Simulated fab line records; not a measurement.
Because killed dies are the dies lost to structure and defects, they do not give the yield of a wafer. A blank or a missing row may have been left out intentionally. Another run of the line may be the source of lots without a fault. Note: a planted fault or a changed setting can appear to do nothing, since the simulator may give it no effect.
Which tool is to blame? || flow sky130 || 36 wafers from 12 lots sampled at 3 of the route's 708 steps

== WHAT THE GAUGES READ, wafer by wafer ==
SKY_CAP2M_OVL_MEAS_12. Usual: CAP2M_OVL typically reads 0.9 nm, with standard deviation 1.4.
{"lot": "L921", "measured": "day 41 01:18", "on": "overlay-02", "CAP2M_OVL (nm)": "0.4 -0.6 0.9", "flag": ""}
{"lot": "L922", "measured": "day 41 09:04", "on": "overlay-01", "CAP2M_OVL (nm)": "-0.9 -0.4 -0.7", "flag": ""}
{"lot": "L923", "measured": "day 41 23:58", "on": "overlay-02", "CAP2M_OVL (nm)": "0.6 0.6 0.5", "flag": ""}
{"lot": "L926", "measured": "day 42 12:58", "on": "overlay-02", "CAP2M_OVL (nm)": "0.9 1.1 0.9", "flag": ""}
{"lot": "L927", "measured": "day 42 22:46", "on": "overlay-02", "CAP2M_OVL (nm)": "1.7 1.5 2.0", "flag": ""}
{"lot": "L930", "measured": "day 43 18:07", "on": "overlay-01", "CAP2M_OVL (nm)": "-0.9 0.5 -0.8", "flag": ""}
{"lot": "L929", "measured": "day 43 22:32", "on": "overlay-02", "CAP2M_OVL (nm)": "2.5 3.5 3.2", "flag": ""}
{"lot": "L932", "measured": "day 44 07:17", "on": "overlay-02", "CAP2M_OVL (nm)": "2.7 0.9 1.1", "flag": ""}
{"lot": "L935", "measured": "day 45 03:55", "on": "overlay-02", "CAP2M_OVL (nm)": "-0.4 -0.4 -1.1", "flag": ""}
{"lot": "L937", "measured": "day 45 16:56", "on": "overlay-02", "CAP2M_OVL (nm)": "2.0 0.7 1.2", "flag": ""}
{"lot": "L942", "measured": "day 46 23:40", "on": "overlay-02", "CAP2M_OVL (nm)": "1.8 1.3 1.1", "flag": ""}
{"lot": "L943", "measured": "day 47 06:02", "on": "overlay-02", "CAP2M_OVL (nm)": "2.8 2.7 2.1", "flag": ""}

== TOOL THAT RAN EACH LOT (tool first, then ch and the chambers of the sampled wafers, then the start) ==
{"lot": "L921", "SKY_VIA3_SPUTTER_20": "pvd_sputter-01, day 39 23:49", "SKY_METAL4_SPUTTER_04": "pvd_sputter-03, day 40 00:35"}
{"lot": "L922", "SKY_VIA3_SPUTTER_20": "pvd_sputter-03, day 40 07:37", "SKY_METAL4_SPUTTER_04": "pvd_sputter-04, day 40 08:23"}
{"lot": "L923", "SKY_VIA3_SPUTTER_20": "pvd_sputter-01, day 40 23:13", "SKY_METAL4_SPUTTER_04": "pvd_sputter-03, day 41 00:15"}
{"lot": "L926", "SKY_VIA3_SPUTTER_20": "pvd_sputter-02, day 41 12:07", "SKY_METAL4_SPUTTER_04": "pvd_sputter-04, day 41 12:53"}
{"lot": "L927", "SKY_VIA3_SPUTTER_20": "pvd_sputter-03, day 41 22:32", "SKY_METAL4_SPUTTER_04": "pvd_sputter-03, day 41 23:19"}
{"lot": "L930", "SKY_VIA3_SPUTTER_20": "pvd_sputter-01, day 42 18:55", "SKY_METAL4_SPUTTER_04": "pvd_sputter-04, day 42 19:42"}
{"lot": "L929", "SKY_VIA3_SPUTTER_20": "pvd_sputter-03, day 42 22:22", "SKY_METAL4_SPUTTER_04": "pvd_sputter-04, day 42 23:08"}
{"lot": "L932", "SKY_VIA3_SPUTTER_20": "pvd_sputter-03, day 43 07:04", "SKY_METAL4_SPUTTER_04": "pvd_sputter-04, day 43 08:16"}
{"lot": "L935", "SKY_VIA3_SPUTTER_20": "pvd_sputter-03, day 44 04:37", "SKY_METAL4_SPUTTER_04": "pvd_sputter-01, day 44 05:23"}
{"lot": "L937", "SKY_VIA3_SPUTTER_20": "pvd_sputter-01, day 44 18:34", "SKY_METAL4_SPUTTER_04": "pvd_sputter-04, day 44 19:20"}
{"lot": "L942", "SKY_VIA3_SPUTTER_20": "pvd_sputter-01, day 46 02:23", "SKY_METAL4_SPUTTER_04": "pvd_sputter-04, day 46 03:09"}
{"lot": "L943", "SKY_VIA3_SPUTTER_20": "pvd_sputter-03, day 46 08:23", "SKY_METAL4_SPUTTER_04": "pvd_sputter-03, day 46 09:12"}
- SKY_VIA3_SPUTTER_20: material TiN, target thk 20 nm, time 80 s.
- SKY_METAL4_SPUTTER_04: material TiN, target thk 70 nm, time 58.3 s.

== WHAT THE TOOLS THEMSELVES READ (means of the sampled wafers that have a number; where no wafer has one, the mark that the record gives instead) ==
SKY_VIA3_SPUTTER_20. Usual: throttle_valve_pct reads 29.8 % (standard deviation 1.4).
{"lot": "L921", "tool": "pvd_sputter-01", "throttle_valve_pct (%)": 29.9, "flag": ""}
{"lot": "L922", "tool": "pvd_sputter-03", "throttle_valve_pct (%)": 29.5, "flag": ""}
{"lot": "L923", "tool": "pvd_sputter-01", "throttle_valve_pct (%)": 29.4, "flag": ""}
{"lot": "L926", "tool": "pvd_sputter-02", "throttle_valve_pct (%)": 30.2, "flag": ""}
{"lot": "L927", "tool": "pvd_sputter-03", "throttle_valve_pct (%)": 29.2, "flag": ""}
{"lot": "L930", "tool": "pvd_sputter-01", "throttle_valve_pct (%)": 29.5, "flag": ""}
{"lot": "L929", "tool": "pvd_sputter-03", "throttle_valve_pct (%)": 28.1, "flag": ""}
{"lot": "L932", "tool": "pvd_sputter-03", "throttle_valve_pct (%)": 27.9, "flag": ""}
{"lot": "L935", "tool": "pvd_sputter-03", "throttle_valve_pct (%)": 30.5, "flag": ""}
{"lot": "L937", "tool": "pvd_sputter-01", "throttle_valve_pct (%)": 29.8, "flag": ""}
{"lot": "L942", "tool": "pvd_sputter-01", "throttle_valve_pct (%)": 29.9, "flag": ""}
{"lot": "L943", "tool": "pvd_sputter-03", "throttle_valve_pct (%)": 28.5, "flag": ""}

SKY_METAL4_SPUTTER_04. Usual: throttle_valve_pct reads 30.0 % (standard deviation 1.6).
{"lot": "L921", "tool": "pvd_sputter-03", "throttle_valve_pct (%)": 28.9, "flag": ""}
{"lot": "L922", "tool": "pvd_sputter-04", "throttle_valve_pct (%)": 30.1, "flag": ""}
{"lot": "L923", "tool": "pvd_sputter-03", "throttle_valve_pct (%)": 30.4, "flag": ""}
{"lot": "L926", "tool": "pvd_sputter-04", "throttle_valve_pct (%)": 31.1, "flag": ""}
{"lot": "L927", "tool": "pvd_sputter-03", "throttle_valve_pct (%)": 29.5, "flag": ""}
{"lot": "L930", "tool": "pvd_sputter-04", "throttle_valve_pct (%)": 30.1, "flag": ""}
{"lot": "L929", "tool": "pvd_sputter-04", "throttle_valve_pct (%)": 30.0, "flag": ""}
{"lot": "L932", "tool": "pvd_sputter-04", "throttle_valve_pct (%)": 30.1, "flag": ""}
{"lot": "L935", "tool": "pvd_sputter-01", "throttle_valve_pct (%)": 30.4, "flag": ""}
{"lot": "L937", "tool": "pvd_sputter-04", "throttle_valve_pct (%)": 31.1, "flag": ""}
{"lot": "L942", "tool": "pvd_sputter-04", "throttle_valve_pct (%)": 29.1, "flag": ""}
{"lot": "L943", "tool": "pvd_sputter-03", "throttle_valve_pct (%)": 29.0, "flag": ""}

== THE ANSWER, worked out from the rows above alone ==
Rule: take the mean of a lot's wafers that have a number; if it is more than 3 standard deviations from the usual mean, the lot is off. A lot without any number at a reading at which 4 lots or more have one is off too. Where the step has rows for the other lots, those lots are counted as sound. After the gauges, taken in route order, come the tools' own readings; for these a lot's mean is taken, as printed above. At the first step where some lot is off, the reading lying furthest off is the one used; lots without a number count as furthest.
No lot is off on any of the readings shown, so nothing can be concluded from this.

== WHAT THE SIMULATOR PUT IN ==
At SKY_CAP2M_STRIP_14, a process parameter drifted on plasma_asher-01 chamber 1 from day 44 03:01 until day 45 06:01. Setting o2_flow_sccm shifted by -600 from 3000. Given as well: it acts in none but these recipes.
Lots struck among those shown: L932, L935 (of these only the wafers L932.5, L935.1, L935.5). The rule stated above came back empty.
